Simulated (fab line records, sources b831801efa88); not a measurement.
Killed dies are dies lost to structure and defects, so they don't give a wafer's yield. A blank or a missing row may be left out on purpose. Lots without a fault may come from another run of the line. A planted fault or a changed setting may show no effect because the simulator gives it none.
Which tool did it? | flow sky130 | 9 lots, 27 wafers sampled, at 6 steps of a route of 708

WHAT THE GAUGES READ, wafer by wafer
SKY_POLY_CUT_CD_MEAS_08: target cd 270 nm.
lot  | measured     | on        | cd_nm (nm)
L558 | day 24 16:02 | cd_sem-01 | 268.1 270.2 269.9
L563 | day 27 01:55 | cd_sem-01 | 267.0 266.8 265.2
L564 | day 27 07:13 | cd_sem-02 | 267.3 267.0 269.3
L570 | day 29 15:34 | cd_sem-02 | 269.4 268.7 268.1
L571 | day 29 20:19 | cd_sem-02 | 270.4 270.3 267.9
L573 | day 30 02:24 | cd_sem-01 | 270.6 271.3 270.7
L574 | day 30 17:10 | cd_sem-01 | 269.5 269.4 268.9
L577 | day 31 11:40 | cd_sem-02 | 271.2 271.1 271.8
L578 | day 31 20:10 | cd_sem-02 | 271.0 272.7 272.1

SKY_METAL1_RS_MEAS_05: measures by four-point-probe.
lot  | measured     | on            | METAL1_ALCU_RS (ohm/sq)
L558 | day 32 01:26 | film_metro-03 | 0.1288 0.1276 0.1291
L563 | day 34 07:05 | film_metro-03 | 0.1254 0.1258 0.0903 0.1257 0.1260 0.0905
L564 | day 34 11:53 | film_metro-02 | 0.0902 0.1252 0.1249 0.0905 0.1253 0.1252
L570 | day 36 17:38 | film_metro-01 | 0.1266 0.1261 0.1274
L571 | day 36 23:24 | film_metro-02 | 0.1269 0.1268 0.1257
L573 | day 37 04:02 | film_metro-02 | 0.1280 0.1269 0.1283
L574 | day 37 18:53 | film_metro-02 | 0.1254 0.1240 0.1251
L577 | day 38 10:47 | film_metro-03 | 0.1263 0.1250 0.1263
L578 | day 38 19:55 | film_metro-03 | 0.1227 0.1224 0.1223

SKY_METAL1_THK_MEAS_06: measures by xrf.
lot  | measured     | on            | METAL1_ALCU_THK (nm)
L558 | day 32 01:33 | film_metro-03 | 243 245 242
L563 | day 34 08:37 | film_metro-03 | 250 249 346 250 251 345
L564 | day 34 15:13 | film_metro-02 | 343 249 251 343 250 250
L570 | day 36 17:45 | film_metro-01 | 248 249 246
L571 | day 36 23:31 | film_metro-02 | 245 245 248
L573 | day 37 04:10 | film_metro-02 | 242 245 243
L574 | day 37 18:59 | film_metro-02 | 249 251 249
L577 | day 38 10:53 | film_metro-03 | 247 251 249
L578 | day 38 20:01 | film_metro-03 | 255 257 255

WHICH TOOL RAN EACH LOT (tool, then ch and the chambers of the sampled wafers, then the start)
lot  | SKY_POLY_CUT_STRIP_12                | SKY_LI_CONTACT_SPUTTER_19    | SKY_METAL1_SPUTTER_02
L558 | plasma_asher-01 ch 0,1, day 24 16:16 | pvd_sputter-01, day 29 13:37 | pvd_sputter-01, day 32 01:20
L563 | plasma_asher-01 ch 0,1, day 27 02:07 | pvd_sputter-04, day 31 21:04 | pvd_sputter-03, day 34 06:59
L564 | plasma_asher-03 ch 0,1, day 27 07:26 | pvd_sputter-04, day 32 02:07 | pvd_sputter-03, day 34 11:46
L570 | plasma_asher-03 ch 0,1, day 29 15:46 | pvd_sputter-04, day 34 08:11 | pvd_sputter-02, day 36 17:32
L571 | plasma_asher-04 ch 0,1, day 29 20:31 | pvd_sputter-04, day 34 12:04 | pvd_sputter-01, day 36 23:17
L573 | plasma_asher-04 ch 0,1, day 30 02:41 | pvd_sputter-02, day 34 17:37 | pvd_sputter-02, day 37 03:57
L574 | plasma_asher-04 ch 0,1, day 30 17:23 | pvd_sputter-01, day 35 09:13 | pvd_sputter-03, day 37 18:43
L577 | plasma_asher-04 ch 0,1, day 31 11:53 | pvd_sputter-04, day 36 01:58 | pvd_sputter-02, day 38 10:40
L578 | plasma_asher-04 ch 1, day 31 20:22   | pvd_sputter-02, day 36 11:17 | pvd_sputter-03, day 38 19:48
- SKY_POLY_CUT_STRIP_12: strips in O2/N2.
- SKY_LI_CONTACT_SPUTTER_19: material Ti, target thk 20 nm, time 106.37 s.
- SKY_METAL1_SPUTTER_02: material AlCu, target thk 250 nm, time 13.3 s.

WHAT THE TOOLS THEMSELVES READ (means of the sampled wafers that have a number; where no wafer has one, the mark that the record gives instead)
SKY_POLY_CUT_STRIP_12.
lot  | tool            | drypump_motor_current_A (A) | oes_product_au (a.u.) | strip_time_to_endpoint_s (s)
L558 | plasma_asher-01 | 6.0                         | 0.451                 | 5.354
L563 | plasma_asher-01 | 6.0                         | 0.452                 | 5.368
L564 | plasma_asher-03 | 6.0                         | 0.454                 | 5.359
L570 | plasma_asher-03 | 6.0                         | 0.453                 | 5.351
L571 | plasma_asher-04 | 5.6                         | 0.450                 | 5.336
L573 | plasma_asher-04 | 5.9                         | 0.451                 | 5.348
L574 | plasma_asher-04 | 5.9                         | 0.447                 | 5.368
L577 | plasma_asher-04 | 5.5                         | 0.451                 | 5.382
L578 | plasma_asher-04 | 5.2                         | 0.452                 | 5.350

SKY_LI_CONTACT_SPUTTER_19.
lot  | tool           | throttle_valve_pct (%)
L558 | pvd_sputter-01 | 28.6
L563 | pvd_sputter-04 | 30.8
L564 | pvd_sputter-04 | 30.7
L570 | pvd_sputter-04 | 30.7
L571 | pvd_sputter-04 | 31.9
L573 | pvd_sputter-02 | 29.9
L574 | pvd_sputter-01 | 28.8
L577 | pvd_sputter-04 | 31.1
L578 | pvd_sputter-02 | 29.6

SKY_METAL1_SPUTTER_02.
lot  | tool           | throttle_valve_pct (%)
L558 | pvd_sputter-01 | 28.8
L563 | pvd_sputter-03 | 30.2
L564 | pvd_sputter-03 | 30.4
L570 | pvd_sputter-02 | 29.9
L571 | pvd_sputter-01 | 28.9
L573 | pvd_sputter-02 | 29.9
L574 | pvd_sputter-03 | 29.7
L577 | pvd_sputter-02 | 30.0
L578 | pvd_sputter-03 | 30.2

THE ANSWER, worked out from the rows above alone
Rule: what is usual is taken from the lots themselves. Put in order of their means at a reading, lots are off if they are a third of the lots or fewer, leave a main group of 4 or more, and stand apart from it by a gap of 3 or more times the standard deviation of the main group's means; of several such gaps the widest counts. A main group whose means are all the same, to the digits that the tables above print for the reading, isn't used. A lot without any number at a reading at which 4 lots or more have one is off too. The other lots that the step has rows for count as sound. The gauges are gone through in route order, then the tools' own readings, and for those a lot's mean is taken as printed above. The first step at which some lot is off is used, and at that step the reading that is off furthest; a lot without a number counts as furthest.
Off: L563, L564, at SKY_METAL1_RS_MEAS_05 (METAL1_ALCU_RS). The main group: mean 0.1261 ohm/sq, standard deviation 0.0018.
A tool fits if, at a process step before that reading, it ran every lot that is off, and no sound lot after the first of them. The gauges at SKY_METAL1_RS_MEAS_05 are tried like those tools. None of those tried fits.

WHAT THE SIMULATOR HAD PUT IN
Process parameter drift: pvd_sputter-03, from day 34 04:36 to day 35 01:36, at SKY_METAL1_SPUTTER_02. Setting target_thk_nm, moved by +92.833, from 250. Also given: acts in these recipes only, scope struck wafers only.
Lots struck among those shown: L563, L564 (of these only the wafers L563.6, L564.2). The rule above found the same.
